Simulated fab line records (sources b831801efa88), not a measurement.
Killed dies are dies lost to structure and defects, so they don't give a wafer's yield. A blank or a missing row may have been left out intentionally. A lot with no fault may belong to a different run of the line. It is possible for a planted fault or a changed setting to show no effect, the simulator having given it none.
Chamber matching :: flow gf180mcu :: 4 sister chambers for GF_V1_ETCH_16 on rie diel-02
The step etches BARC in N2/H2. 24 wafers are shown with their chamber, then 12 later ones without.

WAFERS PAIRED WITH THEIR CHAMBERS
wafer: L076.3
chamber: 3
drypump motor current A (A): 5.43
throttle valve pct (%): 13.221
oes product au (a.u.): 0.859

wafer: L076.4
chamber: 0
drypump motor current A (A): 5.53
throttle valve pct (%): 13.229
oes product au (a.u.): 0.853

wafer: L076.5
chamber: 2
drypump motor current A (A): 5.44
throttle valve pct (%): 13.233
oes product au (a.u.): 0.857

wafer: L077.1
chamber: 1
drypump motor current A (A): 5.82
throttle valve pct (%): 13.226
oes product au (a.u.): 0.848

wafer: L077.2
chamber: 0
drypump motor current A (A): 5.53
throttle valve pct (%): 13.212
oes product au (a.u.): 0.856

wafer: L077.6
chamber: 1
drypump motor current A (A): 5.84
throttle valve pct (%): 13.232
oes product au (a.u.): 0.850

wafer: L079.4
chamber: 1
drypump motor current A (A): 5.78
throttle valve pct (%): 13.236
oes product au (a.u.): 0.867

wafer: L079.5
chamber: 0
drypump motor current A (A): 5.53
throttle valve pct (%): 13.214
oes product au (a.u.): 0.848

wafer: L079.6
chamber: 3
drypump motor current A (A): 5.42
throttle valve pct (%): 13.234
oes product au (a.u.): 0.851

wafer: L080.2
chamber: 0
drypump motor current A (A): 5.53
throttle valve pct (%): 13.230
oes product au (a.u.): 0.855

wafer: L080.4
chamber: 1
drypump motor current A (A): 5.83
throttle valve pct (%): 13.238
oes product au (a.u.): 0.850

wafer: L080.5
chamber: 2
drypump motor current A (A): 5.46
throttle valve pct (%): 13.211
oes product au (a.u.): 0.849

wafer: L081.2
chamber: 3
drypump motor current A (A): 5.42
throttle valve pct (%): 13.227
oes product au (a.u.): 0.861

wafer: L081.3
chamber: 1
drypump motor current A (A): 5.75
throttle valve pct (%): 13.230
oes product au (a.u.): 0.852

wafer: L081.6
chamber: 3
drypump motor current A (A): 5.45
throttle valve pct (%): 13.222
oes product au (a.u.): 0.857

wafer: L083.1
chamber: 1
drypump motor current A (A): 5.82
throttle valve pct (%): 13.227
oes product au (a.u.): 0.855

wafer: L083.3
chamber: 0
drypump motor current A (A): 5.54
throttle valve pct (%): 13.224
oes product au (a.u.): 0.853

wafer: L083.5
chamber: 2
drypump motor current A (A): 5.42
throttle valve pct (%): 13.195
oes product au (a.u.): 0.852

wafer: L084.2
chamber: 3
drypump motor current A (A): 5.44
throttle valve pct (%): 13.223
oes product au (a.u.): 0.850

wafer: L084.4
chamber: 2
drypump motor current A (A): 5.42
throttle valve pct (%): 13.224
oes product au (a.u.): 0.863

wafer: L084.5
chamber: 3
drypump motor current A (A): 5.44
throttle valve pct (%): 13.228
oes product au (a.u.): 0.850

wafer: L090.2
chamber: 3
drypump motor current A (A): 5.43
throttle valve pct (%): 13.223
oes product au (a.u.): 0.856

wafer: L090.5
chamber: 0
drypump motor current A (A): 5.52
throttle valve pct (%): 13.218
oes product au (a.u.): 0.856

wafer: L090.6
chamber: 1
drypump motor current A (A): 5.81
throttle valve pct (%): 13.241
oes product au (a.u.): 0.857

SIGNATURES (means of the wafers above)
reading: drypump motor current A
chamber 0: 5.5300
chamber 1: 5.8071
chamber 2: 5.4350
chamber 3: 5.4329
scatter within a chamber: 0.02

reading: throttle valve pct
chamber 0: 13.22117
chamber 1: 13.23286
chamber 2: 13.21575
chamber 3: 13.22543
scatter within a chamber: 0.00846

reading: oes product au
chamber 0: 0.85350
chamber 1: 0.85414
chamber 2: 0.85525
chamber 3: 0.85486
scatter within a chamber: 0.00516
Rule: a wafer's distance from a chamber is the root of the sum, over the readings, of the square of ((its reading less the chamber's mean) divided by the reading's scatter). If the next closest chamber is less than 2 further off than the closest, the wafer can't be placed; otherwise it belongs to the closest. The scatter is the square root of a quotient: the sum, over the shown wafers, of each reading's squared deviation from its chamber's mean, divided by wafers minus chambers.

WAFERS WITH NO CHAMBER GIVEN
wafer: L091.2
drypump motor current A (A): 5.80
throttle valve pct (%): 13.222
oes product au (a.u.): 0.851

wafer: L091.4
drypump motor current A (A): 5.43
throttle valve pct (%): 13.211
oes product au (a.u.): 0.847

wafer: L091.6
drypump motor current A (A): 5.43
throttle valve pct (%): 13.225
oes product au (a.u.): 0.862

wafer: L092.1
drypump motor current A (A): 5.39
throttle valve pct (%): 13.208
oes product au (a.u.): 0.842

wafer: L092.3
drypump motor current A (A): 5.52
throttle valve pct (%): 13.225
oes product au (a.u.): 0.856

wafer: L092.6
drypump motor current A (A): 5.82
throttle valve pct (%): 13.217
oes product au (a.u.): 0.850

wafer: L093.4
drypump motor current A (A): 5.42
throttle valve pct (%): 13.235
oes product au (a.u.): 0.852

wafer: L093.5
drypump motor current A (A): 5.80
throttle valve pct (%): 13.231
oes product au (a.u.): 0.850

wafer: L093.6
drypump motor current A (A): 5.54
throttle valve pct (%): 13.226
oes product au (a.u.): 0.857

wafer: L096.2
drypump motor current A (A): 5.53
throttle valve pct (%): 13.229
oes product au (a.u.): 0.845

wafer: L096.4
drypump motor current A (A): 5.42
throttle valve pct (%): 13.225
oes product au (a.u.): 0.848

wafer: L096.6
drypump motor current A (A): 5.45
throttle valve pct (%): 13.233
oes product au (a.u.): 0.858

CHAMBER TAKEN BY EACH
wafer: L091.2
from the rows above: 1
in truth: 1

wafer: L091.4
from the rows above: can't be placed: 2 or 3
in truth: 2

wafer: L091.6
from the rows above: can't be placed: 3 or 2
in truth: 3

wafer: L092.1
from the rows above: can't be placed: 2 or 3
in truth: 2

wafer: L092.3
from the rows above: 0
in truth: 0

wafer: L092.6
from the rows above: 1
in truth: 1

wafer: L093.4
from the rows above: can't be placed: 3 or 2
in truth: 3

wafer: L093.5
from the rows above: 1
in truth: 1

wafer: L093.6
from the rows above: 0
in truth: 0

wafer: L096.2
from the rows above: 0
in truth: 0

wafer: L096.4
from the rows above: can't be placed: 3 or 2
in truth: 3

wafer: L096.6
from the rows above: can't be placed: 3 or 2
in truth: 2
Correct placement for 6 of the 12. Unplaceable from these rows: 6, with the true chamber sitting among the candidates in 6. Wrongly placed: 0.
